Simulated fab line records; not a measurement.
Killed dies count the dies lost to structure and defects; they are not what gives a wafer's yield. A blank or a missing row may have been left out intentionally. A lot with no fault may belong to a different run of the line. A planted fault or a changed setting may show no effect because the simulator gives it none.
What tool caused it? | flow sky130 | 20 lots with 60 wafers sampled at 6 steps, on a route of 708 steps

== WHAT THE GAUGES READ, wafer by wafer ==
The record lacks any reading of a measuring or inspecting step that a usual standard deviation could be used to judge.

== TOOL THAT RAN EACH LOT (tool first, then ch and the chambers of the sampled wafers, then the start) ==
lot  | SKY_FIELD_ISO_ETCH_15             | SKY_POLY_GATE_STRIP_18               | SKY_POLY_CUT_STRIP_12                | SKY_VIA1_CMP_24               | SKY_METAL3_STRIP_19                  | SKY_PASSIVATION_ETCH_11
L074 | rie diel-02 ch 0,1,3, day 3 03:40 | plasma asher-01 ch 1, day 18 12:57   | plasma asher-03 ch 0,1, day 26 09:38 | cmp-01 ch 0,1,3, day 35 23:38 | plasma asher-04 ch 0,1, day 40 09:20 | rie diel-03 ch 2,3, day 46 08:34
L078 | rie diel-01 ch 2,3, day 3 03:51   | plasma asher-01 ch 0,1, day 18 08:44 | plasma asher-03 ch 0,1, day 26 05:02 | cmp-02 ch 0,2,3, day 35 17:10 | plasma asher-03 ch 0,1, day 40 03:05 | rie diel-02 ch 1,2,3, day 46 03:27
L076 | rie diel-04 ch 0,1, day 3 04:01   | plasma asher-02 ch 0, day 18 13:18   | plasma asher-02 ch 0,1, day 26 09:23 | cmp-02 ch 0,2, day 35 23:32   | plasma asher-04 ch 0,1, day 40 07:35 | rie diel-03 ch 0,2,3, day 46 07:37
L077 | rie diel-02 ch 0,1,3, day 3 04:22 | plasma asher-04 ch 0,1, day 18 19:38 | plasma asher-02 ch 0,1, day 26 13:59 | cmp-02 ch 0,1,3, day 36 01:44 | plasma asher-04 ch 0,1, day 40 11:47 | rie diel-02 ch 0,1,2, day 46 11:30
L079 | rie diel-02 ch 0,3, day 3 10:37   | plasma asher-02 ch 0,1, day 19 06:55 | plasma asher-02 ch 0,1, day 26 23:53 | cmp-01 ch 0,1, day 36 11:33   | plasma asher-02 ch 0,1, day 40 21:02 | rie diel-02 ch 0,1, day 46 18:03
L080 | rie diel-04 ch 1,2, day 3 12:34   | plasma asher-01 ch 0,1, day 19 06:23 | plasma asher-03 ch 0,1, day 26 22:16 | cmp-01 ch 2,3, day 36 09:51   | plasma asher-03 ch 0,1, day 40 16:34 | rie diel-04 ch 1,2,3, day 46 13:48
L081 | rie diel-04 ch 0,1,3, day 3 17:24 | plasma asher-02 ch 0,1, day 19 10:28 | plasma asher-03 ch 0,1, day 27 02:16 | cmp-02 ch 1,2,3, day 36 15:26 | plasma asher-02 ch 0,1, day 40 23:43 | rie diel-02 ch 1,2,3, day 47 02:54
L082 | rie diel-01 ch 0,2,3, day 3 20:54 | plasma asher-04 ch 0,1, day 19 23:10 | plasma asher-03 ch 0,1, day 27 14:46 | cmp-02 ch 1,2,3, day 37 00:26 | plasma asher-02 ch 0,1, day 41 08:28 | rie diel-04 ch 1,3, day 47 04:39
L085 | rie diel-02 ch 1,3, day 4 16:15   | plasma asher-02 ch 1, day 20 21:50   | plasma asher-02 ch 0, day 28 12:08   | cmp-01 ch 0,2, day 37 19:35   | plasma asher-03 ch 0,1, day 42 03:17 | rie diel-02 ch 0,1,3, day 47 22:00
L086 | rie diel-02 ch 0,1,3, day 4 19:27 | plasma asher-02 ch 0,1, day 21 06:38 | plasma asher-04 ch 0, day 28 19:56   | cmp-01 ch 0,1, day 38 06:08   | plasma asher-02 ch 0,1, day 42 12:18 | rie diel-02 ch 0,2,3, day 48 05:58
L087 | rie diel-01 ch 0,1,3, day 5 00:10 | plasma asher-01 ch 0,1, day 21 15:22 | plasma asher-03 ch 0,1, day 29 03:55 | cmp-02 ch 0,1, day 38 10:20   | plasma asher-04 ch 0,1, day 42 15:33 | rie diel-03 ch 1,2, day 48 08:49
L088 | rie diel-02 ch 0,2,3, day 5 07:34 | plasma asher-02 ch 1, day 21 21:44   | plasma asher-04 ch 0,1, day 29 09:26 | cmp-01 ch 2,3, day 38 14:37   | plasma asher-02 ch 0,1, day 42 20:07 | rie diel-03 ch 1,3, day 48 11:15
L089 | rie diel-04 ch 0,1,2, day 5 10:25 | plasma asher-01 ch 0,1, day 22 08:56 | plasma asher-04 ch 0,1, day 29 19:17 | cmp-01 ch 0,1,3, day 39 00:07 | plasma asher-02 ch 0,1, day 43 03:49 | rie diel-02 ch 0,2,3, day 48 16:27
L090 | rie diel-01 ch 0,1,2, day 5 16:03 | plasma asher-04 ch 0,1, day 22 17:32 | plasma asher-04 ch 0,1, day 30 05:38 | cmp-01 ch 0,1, day 39 13:12   | plasma asher-04 ch 0,1, day 43 16:50 | rie diel-04 ch 0,2,3, day 49 05:03
L091 | rie diel-02 ch 0,2,3, day 5 21:43 | plasma asher-01 ch 0,1, day 23 03:41 | plasma asher-04 ch 0,1, day 30 12:26 | cmp-01 ch 0,1,2, day 39 13:49 | plasma asher-02 ch 0,1, day 43 18:11 | rie diel-03 ch 0,1,3, day 49 05:56
L093 | rie diel-01 ch 0,2,3, day 6 08:19 | plasma asher-02 ch 0,1, day 23 19:05 | plasma asher-03 ch 0,1, day 31 03:47 | cmp-02 ch 0,2,3, day 40 02:49 | plasma asher-04 ch 0,1, day 44 05:22 | rie diel-03 ch 0,2,3, day 49 12:10
L094 | rie diel-01 ch 0,2,3, day 6 14:16 | plasma asher-01 ch 0,1, day 24 08:11 | plasma asher-02 ch 0,1, day 31 15:59 | cmp-01 ch 1,2,3, day 40 16:04 | plasma asher-02 ch 0,1, day 44 16:41 | rie diel-04 ch 1,2,3, day 49 23:30
L095 | rie diel-04 ch 0,1,3, day 6 18:35 | plasma asher-02 ch 0,1, day 24 09:32 | plasma asher-03 ch 0,1, day 31 21:19 | cmp-01 ch 0,1, day 40 21:16   | plasma asher-03 ch 0,1, day 44 21:04 | rie diel-02 ch 0,1,3, day 50 02:58
L096 | rie diel-02 ch 0,1,2, day 6 23:04 | plasma asher-04 ch 0,1, day 24 18:50 | plasma asher-04 ch 0,1, day 31 23:08 | cmp-01 ch 0,1,3, day 40 22:46 | plasma asher-04 ch 0,1, day 45 00:25 | rie diel-04 ch 0,1,2, day 50 04:26
L097 | rie diel-04 ch 0,1, day 7 05:36   | plasma asher-02 ch 0,1, day 24 22:32 | plasma asher-03 ch 0, day 32 08:32   | cmp-01 ch 0,1, day 41 06:43   | plasma asher-04 ch 0,1, day 45 07:38 | rie diel-03 ch 1,3, day 50 11:09
- SKY_FIELD_ISO_ETCH_15: etches the open film in CHF3/O2, stops on Si, target depth 180 nm, time 72 s.
- SKY_POLY_GATE_STRIP_18: strips in O2/N2.
- SKY_POLY_CUT_STRIP_12: strips in O2/N2.
- SKY_VIA1_CMP_24: polishes, stops on SiO2, t overpolish 15 s, target thk 0 nm.
- SKY_METAL3_STRIP_19: strips in O2/N2.
- SKY_PASSIVATION_ETCH_11: etches the open film in CF4/O2, stops on AlCu, target depth 725 nm, time 161.1 s.

== WHAT THE TOOLS THEMSELVES READ (means of the sampled wafers that have a number; where no wafer has one, the mark that the record gives instead) ==
SKY_FIELD_ISO_ETCH_15. Usual: bias w 200.0 W, standard deviation 0.65; drypump motor current A 5.8 A, standard deviation 0.4; oes product au 0.927 a.u., standard deviation 0.0066; rf fwd power W 594.9 W, standard deviation 1.9; throttle valve pct 8.840 %, standard deviation 0.0097.
lot  | tool        | bias w (W) | drypump motor current A (A) | oes product au (a.u.) | rf fwd power W (W) | throttle valve pct (%) | flag
L074 | rie diel-02 | 200.2      | 6.0                         | 0.929                 | 594.2              | 8.833                  |
L078 | rie diel-01 | 200.1      | 5.5                         | 0.913                 | 593.6              | 8.836                  |
L076 | rie diel-04 | 199.3      | 5.4                         | 0.925                 | 598.5              | 8.844                  |
L077 | rie diel-02 | 200.2      | 6.0                         | 0.923                 | 592.3              | 8.846                  |
L079 | rie diel-02 | 199.9      | 5.7                         | 0.932                 | 593.3              | 8.844                  |
L080 | rie diel-04 | 199.9      | 5.7                         | 0.927                 | 596.1              | 8.838                  |
L081 | rie diel-04 | 200.1      | 5.7                         | 0.927                 | 594.0              | 8.840                  |
L082 | rie diel-01 | 200.4      | 5.7                         | 0.928                 | 594.1              | 8.846                  |
L085 | rie diel-02 | 200.1      | 6.2                         | 0.924                 | 595.4              | 8.834                  |
L086 | rie diel-02 | 199.4      | 6.0                         | 0.929                 | 593.0              | 8.836                  |
L087 | rie diel-01 | 200.1      | 5.8                         | 0.933                 | 594.7              | 8.846                  |
L088 | rie diel-02 | 200.4      | 5.6                         | 0.928                 | 596.9              | 8.839                  |
L089 | rie diel-04 | 199.7      | 5.7                         | 0.928                 | 595.1              | 8.835                  |
L090 | rie diel-01 | 200.2      | 6.0                         | 0.923                 | 594.4              | 8.842                  |
L091 | rie diel-02 | 200.7      | 5.6                         | 0.920                 | 596.3              | 8.846                  |
L093 | rie diel-01 | 199.8      | 5.7                         | 0.930                 | 595.9              | 8.841                  |
L094 | rie diel-01 | 199.5      | 5.7                         | 0.928                 | 595.3              | 8.839                  |
L095 | rie diel-04 | 199.8      | 5.6                         | 0.937                 | 594.1              | 8.837                  |
L096 | rie diel-02 | 200.3      | 5.9                         | 0.928                 | 594.2              | 8.841                  |
L097 | rie diel-04 | 199.9      | 5.4                         | 0.922                 | 596.5              | 8.832                  |

SKY_POLY_GATE_STRIP_18. Usual: drypump motor current A 6.0 A, standard deviation 0.42; n2 flow sccm 300.0 sccm, standard deviation 0.84; oes product au 0.360 a.u., standard deviation 0.0048; strip time to endpoint s 3.16 s, standard deviation 0.038.
lot  | tool            | drypump motor current A (A) | n2 flow sccm (sccm) | oes product au (a.u.) | strip time to endpoint s (s) | flag
L074 | plasma asher-01 | 6.3                         | 300.8               | 0.360                 | 3.11                         |
L078 | plasma asher-01 | 5.9                         | 298.9               | 0.361                 | 3.17                         |
L076 | plasma asher-02 | 5.4                         | 300.2               | 0.360                 | 3.13                         |
L077 | plasma asher-04 | 6.5                         | 299.5               | 0.357                 | 3.11                         |
L079 | plasma asher-02 | 5.6                         | 300.0               | 0.360                 | 3.16                         |
L080 | plasma asher-01 | 5.9                         | 300.5               | 0.359                 | 3.15                         |
L081 | plasma asher-02 | 5.6                         | 299.8               | 0.356                 | 3.16                         |
L082 | plasma asher-04 | 6.5                         | 300.0               | 0.361                 | 3.17                         |
L085 | plasma asher-02 | 6.1                         | 300.3               | 0.357                 | 3.18                         |
L086 | plasma asher-02 | 5.6                         | 300.4               | 0.363                 | 3.18                         |
L087 | plasma asher-01 | 6.1                         | 300.7               | 0.364                 | 3.14                         |
L088 | plasma asher-02 | 6.0                         | 299.5               | 0.361                 | 3.14                         |
L089 | plasma asher-01 | 5.9                         | 300.1               | 0.367                 | 3.16                         |
L090 | plasma asher-04 | 6.6                         | 300.8               | 0.363                 | 3.15                         |
L091 | plasma asher-01 | 6.1                         | 299.9               | 0.357                 | 3.18                         |
L093 | plasma asher-02 | 5.6                         | 301.0               | 0.361                 | 3.16                         |
L094 | plasma asher-01 | 5.9                         | 300.7               | 0.359                 | 3.18                         |
L095 | plasma asher-02 | 5.8                         | 299.8               | 0.356                 | 3.12                         |
L096 | plasma asher-04 | 6.6                         | 300.1               | 0.363                 | 3.16                         |
L097 | plasma asher-02 | 5.6                         | 299.1               | 0.357                 | 3.16                         |

SKY_POLY_CUT_STRIP_12. Usual: drypump motor current A 5.9 A, standard deviation 0.49; n2 flow sccm 300.0 sccm, standard deviation 0.9; oes product au 0.452 a.u., standard deviation 0.0043; strip time to endpoint s 5.353 s, standard deviation 0.016.
lot  | tool            | drypump motor current A (A) | n2 flow sccm (sccm) | oes product au (a.u.) | strip time to endpoint s (s) | flag
L074 | plasma asher-03 | 5.6                         | 299.9               | 0.453                 | 5.356                        |
L078 | plasma asher-03 | 5.5                         | 299.6               | 0.450                 | 5.357                        |
L076 | plasma asher-02 | 5.6                         | 300.4               | 0.450                 | 5.379                        |
L077 | plasma asher-02 | 5.6                         | 299.6               | 0.452                 | 5.357                        |
L079 | plasma asher-02 | 5.8                         | 299.9               | 0.453                 | 5.338                        |
L080 | plasma asher-03 | 5.5                         | 300.7               | 0.453                 | 5.350                        |
L081 | plasma asher-03 | 5.6                         | 299.5               | 0.450                 | 5.351                        |
L082 | plasma asher-03 | 5.5                         | 300.7               | 0.455                 | 5.343                        |
L085 | plasma asher-02 | 5.4                         | 299.7               | 0.448                 | 5.363                        |
L086 | plasma asher-04 | 6.3                         | 299.4               | 0.446                 | 5.353                        |
L087 | plasma asher-03 | 5.6                         | 300.8               | 0.454                 | 5.339                        |
L088 | plasma asher-04 | 6.6                         | 300.0               | 0.454                 | 5.361                        |
L089 | plasma asher-04 | 6.5                         | 300.3               | 0.451                 | 5.371                        |
L090 | plasma asher-04 | 6.6                         | 298.6               | 0.450                 | 5.360                        |
L091 | plasma asher-04 | 6.6                         | 300.6               | 0.448                 | 5.338                        |
L093 | plasma asher-03 | 5.5                         | 300.4               | 0.454                 | 5.350                        |
L094 | plasma asher-02 | 5.6                         | 299.8               | 0.450                 | 5.343                        |
L095 | plasma asher-03 | 5.6                         | 300.0               | 0.453                 | 5.357                        |
L096 | plasma asher-04 | 6.6                         | 299.1               | 0.455                 | 5.345                        |
L097 | plasma asher-03 | 5.5                         | 300.8               | 0.449                 | 5.342                        |

SKY_VIA1_CMP_24. Usual: head pressure psi 3.501 psi, standard deviation 0.008; motor current A 10.9 A, standard deviation 0.85; overpolish run s 14.999 s, standard deviation 0.009; platen rpm 60.00 rpm, standard deviation 0.039; time to endpoint s 67 s, standard deviation 3.1.
lot  | tool   | head pressure psi (psi) | motor current A (A) | overpolish run s (s) | platen rpm (rpm) | time to endpoint s (s) | flag
L074 | cmp-01 | 3.500                   | 10.9                | 15.007               | 60.01            | 70                     |
L078 | cmp-02 | 3.510                   | 11.2                | 15.003               | 59.99            | 63                     |
L076 | cmp-02 | 3.501                   | 10.8                | 14.991               | 60.00            | 67                     |
L077 | cmp-02 | 3.502                   | 11.5                | 15.000               | 60.01            | 66                     |
L079 | cmp-01 | 3.501                   | 10.3                | 14.994               | 59.98            | 67                     |
L080 | cmp-01 | 3.498                   | 10.8                | 14.995               | 60.02            | 69                     |
L081 | cmp-02 | 3.496                   | 11.0                | 14.990               | 59.99            | 67                     |
L082 | cmp-02 | 3.496                   | 11.3                | 15.005               | 59.98            | 64                     |
L085 | cmp-01 | 3.502                   | 11.4                | 14.993               | 59.97            | 67                     |
L086 | cmp-01 | 3.494                   | 10.9                | 14.998               | 60.00            | 67                     |
L087 | cmp-02 | 3.510                   | 11.2                | 14.997               | 60.00            | 64                     |
L088 | cmp-01 | 3.495                   | 11.1                | 14.998               | 59.97            | 69                     |
L089 | cmp-01 | 3.498                   | 10.4                | 15.004               | 60.04            | 70                     |
L090 | cmp-01 | 3.498                   | 10.6                | 14.993               | 60.01            | 64                     |
L091 | cmp-01 | 3.506                   | 11.3                | 14.997               | 59.98            | 69                     |
L093 | cmp-02 | 3.497                   | 11.3                | 14.989               | 60.00            | 68                     |
L094 | cmp-01 | 3.505                   | 10.3                | 15.001               | 60.02            | 64                     |
L095 | cmp-01 | 3.499                   | 10.4                | 15.004               | 59.98            | 65                     |
L096 | cmp-01 | 3.492                   | 10.4                | 14.995               | 59.99            | 68                     |
L097 | cmp-01 | 3.498                   | 10.3                | 14.995               | 60.00            | 67                     |

SKY_METAL3_STRIP_19. Usual: drypump motor current A 6.0 A, standard deviation 0.51; n2 flow sccm 299.9 sccm, standard deviation 0.91; oes product au 0.504 a.u., standard deviation 0.0055; strip time to endpoint s 6.58 s, standard deviation 0.072.
lot  | tool            | drypump motor current A (A) | n2 flow sccm (sccm) | oes product au (a.u.) | strip time to endpoint s (s) | flag
L074 | plasma asher-04 | 6.5                         | 300.9               | 0.501                 | 6.57                         |
L078 | plasma asher-03 | 5.5                         | 299.2               | 0.502                 | 6.58                         |
L076 | plasma asher-04 | 6.6                         | 299.5               | 0.506                 | 6.59                         |
L077 | plasma asher-04 | 6.6                         | 299.5               | 0.503                 | 6.66                         |
L079 | plasma asher-02 | 5.8                         | 300.5               | 0.501                 | 6.62                         |
L080 | plasma asher-03 | 5.5                         | 298.9               | 0.508                 | 6.68                         |
L081 | plasma asher-02 | 5.6                         | 301.0               | 0.501                 | 6.47                         |
L082 | plasma asher-02 | 5.6                         | 300.6               | 0.503                 | 6.46                         |
L085 | plasma asher-03 | 5.5                         | 300.2               | 0.505                 | 6.64                         |
L086 | plasma asher-02 | 5.8                         | 300.0               | 0.509                 | 6.60                         |
L087 | plasma asher-04 | 6.6                         | 300.3               | 0.505                 | 6.55                         |
L088 | plasma asher-02 | 5.6                         | 299.1               | 0.504                 | 6.51                         |
L089 | plasma asher-02 | 5.8                         | 299.9               | 0.502                 | 6.55                         |
L090 | plasma asher-04 | 6.5                         | 299.3               | 0.502                 | 6.61                         |
L091 | plasma asher-02 | 5.9                         | 299.9               | 0.502                 | 6.51                         |
L093 | plasma asher-04 | 6.6                         | 299.2               | 0.496                 | 6.56                         |
L094 | plasma asher-02 | 5.6                         | 300.3               | 0.505                 | 6.58                         |
L095 | plasma asher-03 | 5.6                         | 300.5               | 0.502                 | 6.54                         |
L096 | plasma asher-04 | 6.4                         | 300.2               | 0.508                 | 6.67                         |
L097 | plasma asher-04 | 6.6                         | 300.7               | 0.504                 | 6.66                         |

SKY_PASSIVATION_ETCH_11. Usual: bias w 150.1 W, standard deviation 0.49; drypump motor current A 6.0 A, standard deviation 0.37; oes product au 0.976 a.u., standard deviation 0.0063; rf fwd power W 796.6 W, standard deviation 2.3; throttle valve pct 5.965 %, standard deviation 0.0084.
lot  | tool        | bias w (W) | drypump motor current A (A) | oes product au (a.u.) | rf fwd power W (W) | throttle valve pct (%) | flag
L074 | rie diel-03 | 150.2      | 6.5                         | 0.980                 | 798.7              | 5.954                  |
L078 | rie diel-02 | 149.9      | 5.8                         | 0.970                 | 796.3              | 5.960                  |
L076 | rie diel-03 | 149.9      | 6.3                         | 0.978                 | 797.6              | 5.970                  |
L077 | rie diel-02 | 150.5      | 5.9                         | 0.976                 | 797.0              | 5.965                  |
L079 | rie diel-02 | 150.1      | 6.0                         | 0.979                 | 797.8              | 5.964                  |
L080 | rie diel-04 | 149.9      | 5.9                         | 0.984                 | 794.2              | 5.963                  |
L081 | rie diel-02 | 149.9      | 5.8                         | 0.977                 | 796.9              | 5.968                  |
L082 | rie diel-04 | 150.2      | 5.8                         | 0.977                 | 797.0              | 5.970                  |
L085 | rie diel-02 | 150.4      | 6.0                         | 0.973                 | 796.2              | 5.969                  |
L086 | rie diel-02 | 150.1      | 5.6                         | 0.976                 | 796.3              | 5.968                  |
L087 | rie diel-03 | 150.7      | 6.3                         | 0.977                 | 796.2              | 5.959                  |
L088 | rie diel-03 | 149.2      | 6.2                         | 0.976                 | 796.9              | 5.966                  |
L089 | rie diel-02 | 150.3      | 5.6                         | 0.975                 | 794.5              | 5.970                  |
L090 | rie diel-04 | 150.2      | 5.9                         | 0.971                 | 795.4              | 5.957                  |
L091 | rie diel-03 | 150.1      | 6.1                         | 0.976                 | 797.7              | 5.956                  |
L093 | rie diel-03 | 149.6      | 6.3                         | 0.981                 | 798.5              | 5.973                  |
L094 | rie diel-04 | 149.6      | 5.9                         | 0.977                 | 796.3              | 5.965                  |
L095 | rie diel-02 | 149.9      | 6.0                         | 0.975                 | 795.4              | 5.967                  |
L096 | rie diel-04 | 149.6      | 5.7                         | 0.975                 | 797.1              | 5.959                  |
L097 | rie diel-03 | 150.1      | 6.2                         | 0.974                 | 796.6              | 5.960                  |

== THE ANSWER, worked out from the rows above alone ==
Rule: lot off if the mean of its wafers having a number is beyond 3 standard deviations from the usual mean. A lot without any number at a reading at which 4 lots or more have one is off too. Where the step has rows for the other lots, those lots are counted as sound. After the gauges, taken in route order, come the tools' own readings; for these a lot's mean is taken, as printed above. The first step at which some lot is off is used, and at that step the reading that is off furthest; a lot without a number counts as furthest.
No lot is off on any of the readings shown, so nothing can be concluded from this.

== WHAT THE SIMULATOR HAD PUT IN ==
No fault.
